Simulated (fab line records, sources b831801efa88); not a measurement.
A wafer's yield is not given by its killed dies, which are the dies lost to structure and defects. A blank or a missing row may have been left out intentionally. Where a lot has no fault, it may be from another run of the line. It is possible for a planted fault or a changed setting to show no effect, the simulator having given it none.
A struck lot beside a sound one    flow sky130    16 out of 708 route steps
Sound: wafers L702.2, L702.3, L702.6. Struck: wafer L696.2. (L696.6 of the same lot was not struck and is left out.) The cause comes at the end.
For every step that has rows: the tool of each side, followed by ch and its chambers, followed by its first start. Under that, the readings that differ: sound wafers    struck wafers    difference of the means    sigmas: that difference in standard deviations of wafers without a fault.
alike: same words and numbers on both sides, and readings whose means sit less than 2 such deviations apart. not compared: any withheld reading, any reading some wafer has no value for, any bound like >300 that may hide the same value, and any number with overlapping values for which the record gives no deviation.
A row with sigmas, a row that says differs or no value, or rows on one side alone: a step with any of these is where the two part. When numbers do not overlap yet have no deviation, they are printed without sigmas and do not part them. A reading missing from all wafers of one side parts the sides only when that side holds two or more wafers.

first, 3 steps without rows for these wafers: SKY_METAL1_EXPOSE_12 (exposes mask MM1, target cd 140 nm); SKY_METAL1_PEB_13; SKY_METAL1_DEVELOP_14 (develop time 60 s).
SKY_METAL1_CD_MEAS_15: target cd 140 nm.
  sound on cd sem-01 at day 38 12:44; struck on cd sem-02 at day 36 18:05
  alike: cd nm
SKY_METAL1_OVL_MEAS_16:
  sound on overlay-01 at day 38 12:50; struck on overlay-02 at day 36 18:12
  alike: METAL1_OVL
SKY_METAL1_DESCUM_17: chemistry O2, time 8 s.
  sound on rie metal-03 ch 0,1, day 38 12:52; struck on rie metal-01 ch 1, day 36 18:14
  alike: drypump motor current A, oes product au
  not compared: rf hours counter h
SKY_METAL1_ETCH_18: etches BARC in N2/H2, stops on SiO2, time 45.9 s, target depth 60 nm.
  sound on rie metal-03 ch 0,1, day 38 12:54; struck on rie metal-01 ch 1, day 36 18:16
  alike: drypump motor current A, oes product au, throttle valve pct
  not compared: rf hours counter h
SKY_METAL1_METAL_ETCH_19: etches the open film in Cl2/BCl3, stops on SiO2, target depth 360 nm, time 78 s.
  sound on rie metal-03 ch 0,1, day 38 12:58; struck on rie metal-01 ch 1, day 36 18:19
  alike: drypump motor current A, oes product au, throttle valve pct
  not compared: rf hours counter h
SKY_METAL1_STRIP_20: strips in O2/N2.
  sound on plasma asher-03 ch 0,1, day 38 13:03; struck on plasma asher-01 ch 0, day 36 18:25
reading                       sound              struck  difference  sigmas
oes product au (a.u.)         0.348 0.346 0.357  0.338   -0.012      -3
strip time to endpoint s (s)  2.78 2.76 2.76     2.59    -0.18       -4
  alike: drypump motor current A
  not compared: rf hours counter h
then, 3 steps without rows for these wafers: SKY_METAL1_STRIP_21 (strips in post etch residue remover, time 1200 s); SKY_METAL1_CLEAN_22 (cleans in IPA, time 180 s); SKY_METAL1_CLEAN_23 (cleans in O3/DIW).
SKY_VIA1_HDPCVD_00: deposits SiO2, target thk 1030 nm, time 171.7 s.
  sound on hdpcvd-02 ch 0,1,2, day 38 13:38; struck on hdpcvd-01 ch 2, day 36 19:07
reading                                   sound           struck  difference  sigmas
model.SiO2_of_VIA1_HDPCVD_00.thk nm (nm)  1025 1030 1045  385.5   -647.8      
SKY_VIA1_THK_MEAS_01:
  sound on film metro-04 at day 38 13:46; struck on film metro-04 at day 36 19:15
reading               sound           struck  difference  sigmas
VIA1_HDPCVD_THK (nm)  1025 1030 1045  385     -648        -65
SKY_VIA1_CMP_02: polishes SiO2.
  sound on cmp-01 ch 1,2,3, day 38 13:52; struck on cmp-02 ch 0, day 36 19:18
  alike: motor current A, slurry filter dp kPa
-- the record jumps here: 13 days lie between the struck wafers' starts before and after (it left off in module VIA1 and takes up again in module PAD_OPEN, whose first step shown is number 708 of the route) --
SKY_PAD_OPEN_PROBE_99:
  sound on prober-02 at day 50 03:05; struck on prober-02 at day 49 08:02
reading                                sound                 struck  difference  sigmas
model.etest.met2 comb.leak log10 a um  -11.95 -11.94 -11.89  -6.913  +5.014      

WHERE THEY PART
Earliest at SKY_METAL1_STRIP_20; latest, in this record, at SKY_VIA1_THK_MEAS_01. Later steps at which nothing parts them and some readings are alike: SKY_VIA1_CMP_02.

WHY: whatever the simulator had introduced
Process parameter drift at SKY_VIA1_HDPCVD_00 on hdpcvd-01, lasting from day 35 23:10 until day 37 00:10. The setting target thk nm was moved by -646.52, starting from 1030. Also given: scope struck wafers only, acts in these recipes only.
